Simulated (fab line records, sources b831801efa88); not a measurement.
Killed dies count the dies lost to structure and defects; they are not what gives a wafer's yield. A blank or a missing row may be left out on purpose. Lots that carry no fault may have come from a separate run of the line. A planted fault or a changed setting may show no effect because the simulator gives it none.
Struck lot and sound lot, side by side + flow sky130 + 19 steps out of a route of 708
Sound: wafers L228.3, L228.5, L228.6. Struck: wafer L245.1; the same lot's L245.2 was not struck, so it is left out; see the end for the cause.
Per side, at each step with rows, come the tool, then ch with its chambers, and then its first start. Under that, the readings that differ: sound wafers + struck wafers + difference of the means + sigmas: that difference in standard deviations of wafers without a fault.
alike: readings whose means differ by less than 2 such deviations, and words and numbers that are the same on both sides. not compared: withheld readings, readings that some wafer has no value for, bounds like >300 that may hide the same value, and numbers for which the record gives no deviation and whose values overlap.
A row with sigmas, a row that says differs or no value, or rows on one side alone: a step with any of these is where the two part. When numbers do not overlap yet have no deviation, they are printed without sigmas and do not part them. Lack of a reading on every wafer of one side parts them only where that side has two or more wafers.

SKY_LI_CONTACT_THK_MEAS_23: measures by xrf.
  struck on filmMetro-01, day 35 14:22; sound on filmMetro-03, day 30 12:38
  alike: LI_CONTACT_W_THK
SKY_LI_CONTACT_CMP_24: polishes, stops on PSG, t overpolish 20 s, target thk 0 nm.
  sound on cmp-02 ch 1,2,3, day 30 12:46; struck on cmp-01 ch 1, day 35 14:25
  alike: headPressurePsi, motorCurrentA, overpolishRunS, timeToEndpointS
SKY_LOCAL_INTERCONNECT_SPUTTER_00: material TiN, target thk 100 nm, time 83.3 s.
  struck on pvdSputter-02, day 35 14:43; sound on pvdSputter-02, day 30 12:58
  alike: throttleValvePct
SKY_LOCAL_INTERCONNECT_RS_MEAS_01: the measuring method here is four-point-probe.
  struck on filmMetro-03, day 35 14:47; sound on filmMetro-04, day 30 13:04
  alike: LOCAL_INTERCONNECT_TIN_RS
SKY_LOCAL_INTERCONNECT_THK_MEAS_02: measures by xrf.
  struck on filmMetro-03, day 35 14:54; sound on filmMetro-04, day 30 13:10
  alike: LOCAL_INTERCONNECT_TIN_THK
then, 7 steps without rows for these wafers: SKY_LOCAL_INTERCONNECT_DEHYDRATE_03 (time 60 s); SKY_LOCAL_INTERCONNECT_HMDS_04 (prime time 60 s); SKY_LOCAL_INTERCONNECT_COAT_05 (resist thk 60 nm); SKY_LOCAL_INTERCONNECT_COAT_06 (resist thk 450 nm); SKY_LOCAL_INTERCONNECT_SOFTBAKE_07 (time 90 s); SKY_LOCAL_INTERCONNECT_EXPOSE_08 (exposes mask LI1M, target cd 170 nm); SKY_LOCAL_INTERCONNECT_PEB_09.
SKY_LOCAL_INTERCONNECT_DEVELOP_10: develop time 60 s.
  sound on lithoTrack-02 ch 0, day 31 17:00; struck on lithoTrack-01 ch 0, day 36 16:00
SKY_LOCAL_INTERCONNECT_CD_MEAS_11 targets a cd of 170 nm.
  struck on cdSem-01, day 36 17:07; sound on cdSem-01, day 31 17:11
| reading   | sound             | struck | difference | sigmas |
|-----------|-------------------|--------|------------|--------|
| cdNm (nm) | 171.2 170.6 171.3 | 174.4  | +3.4       | +3     |
SKY_LOCAL_INTERCONNECT_OVL_MEAS_12:
  struck on overlay-02, day 36 17:14; sound on overlay-02, day 31 17:17
  alike: LOCAL_INTERCONNECT_OVL
SKY_LOCAL_INTERCONNECT_ETCH_13: etches BARC in N2/H2, stops on SiO2, time 45.9 s, target depth 60 nm.
  sound on rieMetal-02 ch 0,1, day 31 17:19; struck on rieMetal-03 ch 1, day 36 17:16
| reading                            | sound             | struck | difference                   | sigmas |
|------------------------------------|-------------------|--------|------------------------------|--------|
| rfHoursCounterH (h)                | - - -             | 7      | no value on the sound wafers |        |
| model.LOCAL_INTERCONNECT.cdNm (nm) | 171.1 170.5 170.5 | 174.2  | +3.5                         |        |
  alike: biasW, chamberPressureMTorr, drypumpMotorCurrentA, heBacksideLeakSccm, oesProductAu, throttleValvePct
SKY_LOCAL_INTERCONNECT_METAL_ETCH_14: etches TiN in Cl2/BCl3, stops on PSG, target depth 110 nm, time 31.4 s.
  sound on rieMetal-02 ch 0,1, day 31 17:23; struck on rieMetal-03 ch 1, day 36 17:20
| reading                            | sound           | struck | difference                   | sigmas |
|------------------------------------|-----------------|--------|------------------------------|--------|
| rfHoursCounterH (h)                | - - -           | 7      | no value on the sound wafers |        |
| model.LOCAL_INTERCONNECT.cdNm (nm) | 171.4 170 170.4 | 173.6  | +3.0                         |        |
  alike: biasW, chamberPressureMTorr, drypumpMotorCurrentA, heBacksideLeakSccm, oesProductAu, throttleValvePct
SKY_LOCAL_INTERCONNECT_STRIP_15: strips in O2/N2.
  sound on plasmaAsher-04 ch 0,1, day 31 17:27; struck on plasmaAsher-02 ch 1, day 36 17:23
| reading             | sound | struck | difference                   | sigmas |
|---------------------|-------|--------|------------------------------|--------|
| rfHoursCounterH (h) | - - - | 11     | no value on the sound wafers |        |
  alike: chamberPressureMTorr, drypumpMotorCurrentA, oesProductAu, stripTimeToEndpointS
-- here the record skips 14 days between the struck wafers' starts before and after, leaving off in module LOCAL_INTERCONNECT and picking up in module PAD_OPEN (first step shown: number 708 of the route) --
SKY_PAD_OPEN_PROBE_99:
  struck on prober-01, day 50 09:08; sound on prober-02, day 46 18:01
| reading                     | sound             | struck | difference | sigmas |
|-----------------------------|-------------------|--------|------------|--------|
| killedAtFrontEnd            | 13 12 11          | 22     | +10        | +2     |
| killedShort                 | 25 34 27          | 44     | +15        | +2     |
| model.etest.resLi.lineOhmUm | 75.19 76.12 76.05 | 73.08  | -2.71      |        |
  alike: killed_at_M0_to_M3, killed_at_M4_up, killedAtContacts, killedAtOther, killedDies, killedOnRim, killedOpen

## WHERE THEY PART
Earliest at SKY_LOCAL_INTERCONNECT_CD_MEAS_11; latest, in this record, at SKY_PAD_OPEN_PROBE_99.

WHY: whatever the simulator had introduced
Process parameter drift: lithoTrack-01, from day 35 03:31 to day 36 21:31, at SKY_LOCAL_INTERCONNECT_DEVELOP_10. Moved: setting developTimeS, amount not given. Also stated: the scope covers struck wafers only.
